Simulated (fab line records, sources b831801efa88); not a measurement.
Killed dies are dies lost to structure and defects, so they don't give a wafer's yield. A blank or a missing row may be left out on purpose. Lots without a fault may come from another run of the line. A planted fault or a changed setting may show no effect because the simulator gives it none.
Chamber matching | flow gf180mcu | GF_SAB_ETCH_11 on rie_diel-01: 4 sister chambers
The step etches SiO2 in C4F8/O2/Ar, target depth 55 nm, time 8.5 s. 16 wafers are shown with their chamber, then 8 later ones without.

WAFERS WITH THEIR CHAMBER
wafer  | chamber | oes_product_au (a.u.)
L079.1 | 1       | 1.011
L079.2 | 0       | 1.005
L079.3 | 2       | 0.996
L079.4 | 3       | 0.986
L079.5 | 1       | 1.012
L079.6 | 2       | 1.004
L080.1 | 2       | 0.977
L080.2 | 1       | 1.004
L080.3 | 0       | 1.003
L080.4 | 3       | 0.982
L080.5 | 1       | 1.001
L080.6 | 0       | 1.001
L081.1 | 0       | 1.002
L081.2 | 2       | 0.995
L081.3 | 3       | 0.979
L081.4 | 1       | 1.006

SIGNATURES (means of the wafers above)
reading        | chamber 0 | chamber 1 | chamber 2 | chamber 3 | scatter within a chamber
oes_product_au | 1.00275   | 1.00680   | 0.99300   | 0.98233   | 0.00652
Rule: a wafer's distance from a chamber is the root of the sum, over the readings, of the square of ((its reading less the chamber's mean) divided by the reading's scatter). The wafer belongs to the nearest chamber; if the next one is less than 2 further off, it can't be placed. The scatter: the root of (the sum of the squares of (reading less its chamber's mean) over the shown wafers, divided by (wafers less chambers)).

WAFERS WITHOUT THEIR CHAMBER
wafer  | oes_product_au (a.u.)
L081.5 | 0.996
L081.6 | 0.997
L084.1 | 1.005
L084.2 | 0.997
L084.3 | 0.989
L084.4 | 1.001
L084.5 | 1.000
L084.6 | 0.996

WHICH CHAMBER EACH WENT THROUGH
wafer  | from the rows above               | in truth
L081.5 | can't be placed: 2 or 0 or 1 or 3 | 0
L081.6 | can't be placed: 2 or 0 or 1 or 3 | 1
L084.1 | can't be placed: 1 or 0 or 2      | 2
L084.2 | can't be placed: 2 or 0 or 1 or 3 | 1
L084.3 | can't be placed: 2 or 3 or 0      | 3
L084.4 | can't be placed: 0 or 1 or 2      | 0
L084.5 | can't be placed: 0 or 1 or 2      | 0
L084.6 | can't be placed: 2 or 0 or 1 or 3 | 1
Placed correctly: 0 of 8. Can't be placed from these rows: 8 (the true chamber is among the candidates in 8). Placed wrongly: 0.
